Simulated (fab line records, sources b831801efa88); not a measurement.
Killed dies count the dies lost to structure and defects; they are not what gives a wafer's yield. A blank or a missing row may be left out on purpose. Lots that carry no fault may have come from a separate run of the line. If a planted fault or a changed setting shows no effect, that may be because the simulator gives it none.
Chamber matching -- flow gf180mcu -- cmp-02 running GF_V4_CMP_26: 4 sister chambers
The step polishes, stops on SiO2, t overpolish 15 s, target thk 0 nm. 16 wafers are shown with their chamber, then 8 later ones without.

## WAFERS, EACH WITH ITS CHAMBER
wafer,chamber,time to endpoint s (s),motor current A (A),overpolish run s (s)
L894.2,1,95,11.0,14.994
L894.4,2,86,11.9,15.007
L894.5,2,87,11.3,15.012
L895.2,0,80,11.1,14.984
L895.4,3,84,11.9,14.981
L895.5,0,80,12.0,15.006
L896.1,1,93,11.0,15.008
L896.4,3,84,10.9,14.993
L896.5,2,83,11.1,15.000
L897.1,0,81,11.7,14.994
L897.3,3,81,12.2,14.991
L897.4,2,80,11.3,15.005
L898.3,1,92,11.0,15.005
L898.4,3,86,12.2,14.990
L898.5,3,85,11.8,15.003
L900.1,0,78,11.6,15.009

SIGNATURES (means of the wafers above)
reading,chamber 0,chamber 1,chamber 2,chamber 3,scatter within a chamber
time to endpoint s,79.75,93.33,84.00,84.00,2.11
motor current A,11.600,11.000,11.400,11.800,0.4
overpolish run s,14.99825,15.00233,15.00600,14.99160,0.0083
Rule: a wafer's distance from a chamber is the root of the sum, over the readings, of the square of ((its reading less the chamber's mean) divided by the reading's scatter). The wafer belongs to the nearest chamber; if the next one is less than 2 further off, it can't be placed. The scatter: take each reading less its chamber's mean, square it, sum over the shown wafers, divide by the number of wafers less the number of chambers, and take the root.

## WAFERS MISSING THEIR CHAMBER
wafer,time to endpoint s (s),motor current A (A),overpolish run s (s)
L900.4,85,10.9,15.001
L900.5,85,10.8,14.999
L902.1,79,11.3,14.977
L902.2,89,11.3,15.007
L902.3,94,10.8,15.005
L914.1,77,12.1,15.000
L914.3,79,11.1,14.998
L914.5,80,11.6,15.019

## EACH ONE'S CHAMBER
wafer,from the rows above,in truth
L900.4,can't be placed: 2 or 3 or 0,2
L900.5,can't be placed: 2 or 3 or 0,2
L902.1,can't be placed: 0 or 3 or 2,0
L902.2,can't be placed: 1 or 2 or 3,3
L902.3,1,1
L914.1,can't be placed: 0 or 3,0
L914.3,can't be placed: 0 or 2 or 3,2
L914.5,can't be placed: 0 or 2 or 3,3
Correctly placed: 1 of 8. Cannot be placed on the basis of these rows: 7; the candidates contain the true chamber in 7. Number placed wrongly: 0.
